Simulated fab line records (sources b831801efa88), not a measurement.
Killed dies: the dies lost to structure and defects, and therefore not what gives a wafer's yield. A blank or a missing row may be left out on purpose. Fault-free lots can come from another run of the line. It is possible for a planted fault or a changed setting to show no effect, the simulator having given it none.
Which tool was responsible? ; flow sky130 ; Sampling: 13 lots, 39 wafers, 4 of 708 route steps

WHAT THE GAUGES SHOWED, per wafer
SKY_FIELD_ISO_CD_MEAS_13: the cd target is 150 nm.
lot;measured;on;cd_nm (nm)
L828;day 2 05:09;cd_sem-01;150.0 149.8 149.5
L829;day 2 11:35;cd_sem-02;150.3 150.5 148.3
L830;day 2 14:45;cd_sem-02;150.1 151.5 151.6
L832;day 3 02:22;cd_sem-02;148.0 148.2 148.7
L835;day 3 16:57;cd_sem-02;150.0 150.3 152.3
L843;day 5 11:34;cd_sem-02;150.8 150.2 151.5
L845;day 5 20:33;cd_sem-02;149.0 147.8 148.7
L846;day 6 02:04;cd_sem-02;152.4 151.8 152.9
L847;day 6 05:52;cd_sem-02;149.2 150.5 151.2
L848;day 6 11:52;cd_sem-02;151.1 151.3 151.6
L849;day 6 21:54;cd_sem-01;149.7 150.7 150.6
L850;day 7 01:52;cd_sem-02;148.6 148.0 150.2
L851;day 7 07:22;cd_sem-01;148.9 149.3 149.5

SKY_FIELD_ISO_THK_MEAS_23.
lot;measured;on;FIELD_ISO_OXIDATION_01_THK (nm)
L828;day 2 06:59;film_metro-02;10.08 10.33 10.24
L829;day 2 13:25;film_metro-03;9.76 9.71 9.82
L830;day 2 16:55;film_metro-04;9.80 9.78 9.77
L832;day 3 04:54;film_metro-03;10.04 10.11 10.15
L835;day 3 19:30;film_metro-03;10.32 10.17 10.20
L843;day 5 13:25;film_metro-02;10.08 9.89 10.24
L845;day 6 03:04;film_metro-03;9.99 10.01 10.11
L846;day 6 07:11;film_metro-03;10.08 10.01 10.10
L847;day 6 11:11;film_metro-02;10.45 10.35 10.28
L848;day 6 15:38;film_metro-02;10.02 9.86 10.11
L849;day 6 23:56;film_metro-03;9.69 9.69 9.70
L850;day 7 03:50;film_metro-02;9.92 9.83 9.66
L851;day 7 09:13;film_metro-03;9.85 10.02 10.06

SKY_DNWELL_TW_MEAS_09.
lot;measured;on;DNWELL_TW
L828;day 3 03:34;film_metro-01;1113 1109 1111
L829;day 3 09:31;film_metro-01;1104 1104 1105
L830;day 3 13:40;film_metro-01;1105 1106 1106
L832;day 4 01:43;film_metro-04;1100 1104 1105
L835;day 4 17:23;film_metro-04;1104 1102 1106
L843;day 6 11:46;film_metro-04;1114 1117 1108
L845;day 7 08:00;film_metro-03;1134 1137 1135
L846;day 7 11:06;film_metro-01;1113 1116 1111
L847;day 7 12:43;film_metro-01;1118 1114 1120
L848;day 7 17:06;film_metro-03;1128 1129 1127
L849;day 8 00:55;film_metro-01;1113 1111 1105
L850;day 8 04:35;film_metro-04;1104 1099 1109
L851;day 8 10:13;film_metro-01;1099 1108 1105

WHICH TOOL RAN EACH LOT (tool, then ch and the chambers of the sampled wafers, then the start)
lot;SKY_FIELD_ISO_ETCH_17
L828;rie_si-02 ch 2,3, day 2 05:28
L829;rie_si-02 ch 0,1,3, day 2 11:53
L830;rie_si-01 ch 1,2,3, day 2 15:02
L832;rie_si-01 ch 0,2,3, day 3 02:41
L835;rie_si-01 ch 0,2,3, day 3 17:14
L843;rie_si-02 ch 1,3, day 5 11:53
L845;rie_si-01 ch 1,2,3, day 5 20:52
L846;rie_si-01 ch 0,1,2, day 6 02:20
L847;rie_si-02 ch 0,1,2, day 6 06:10
L848;rie_si-02 ch 0,2,3, day 6 12:11
L849;rie_si-01 ch 2,3, day 6 22:11
L850;rie_si-02 ch 0,2,3, day 7 02:07
L851;rie_si-01 ch 1,2,3, day 7 07:40
- SKY_FIELD_ISO_ETCH_17: etches Si in HBr/Cl2/O2, target depth 342 nm, time 97.7 s.

AS READ BY THE TOOLS THEMSELVES (means over the sampled wafers that have a number; for cases with no such wafer, the mark the record gives instead)
SKY_FIELD_ISO_ETCH_17.
lot;tool;HBr_flow_sccm (sccm);chamber_pressure_mTorr (mTorr);drypump_motor_current_A (A);mfc_cl2_sccm (sccm);oes_product_au (a.u.);rf_fwd_power_W (W);throttle_valve_pct (%)
L828;rie_si-02;150.2;15.002;6.4;39.95;1.001;595.3;25.651
L829;rie_si-02;150.3;14.991;5.4;40.05;1.006;596.1;25.653
L830;rie_si-01;150.1;14.985;5.5;40.12;1.005;597.1;25.660
L832;rie_si-01;150.1;14.995;5.6;40.02;0.947;500.1;25.693
L835;rie_si-01;149.9;15.009;5.6;40.01;0.949;500.5;25.678
L843;rie_si-02;150.3;14.994;5.6;40.01;1.004;596.3;25.657
L845;rie_si-01;150.8;15.002;5.5;39.92;1.003;596.5;25.656
L846;rie_si-01;149.8;15.006;5.8;39.96;1.000;595.5;25.652
L847;rie_si-02;150.2;14.989;5.6;40.03;1.000;595.7;25.662
L848;rie_si-02;149.9;14.995;5.9;39.92;0.994;597.0;25.660
L849;rie_si-01;149.7;14.991;5.5;40.08;1.000;596.3;25.664
L850;rie_si-02;150.1;14.998;5.9;39.94;1.009;596.5;25.662
L851;rie_si-01;150.0;15.007;5.5;40.05;1.013;595.7;25.650

THE ANSWER, worked out from the rows above alone
Rule: the usual values come from the lots themselves. Put in order of their means at a reading, lots are off if they are a third of the lots or fewer, leave a main group of 4 or more, and stand apart from it by a gap of 3 or more times the standard deviation of the main group's means; of several such gaps the widest counts. A main group whose means are all the same, to the digits that the tables above print for the reading, isn't used. A lot without any number at a reading at which 4 lots or more have one is off too. Where the step has rows for the other lots, those lots are counted as sound. Order of review: gauges by route order, followed by the tools' own readings, for which a lot's mean as printed above is used. At the first step where some lot is off, the reading lying furthest off is the one used; lots without a number count as furthest.
Off, at SKY_FIELD_ISO_ETCH_17 on rf_fwd_power_W: L832, L835. The main group: mean 596.2 W, standard deviation 0.56.
If a tool, at that step or one of the process steps before it, ran each lot that is off and ran no sound lot following the first of them, it fits. Not one of the candidates tried fits.

WHAT WAS PUT IN BY THE SIMULATOR
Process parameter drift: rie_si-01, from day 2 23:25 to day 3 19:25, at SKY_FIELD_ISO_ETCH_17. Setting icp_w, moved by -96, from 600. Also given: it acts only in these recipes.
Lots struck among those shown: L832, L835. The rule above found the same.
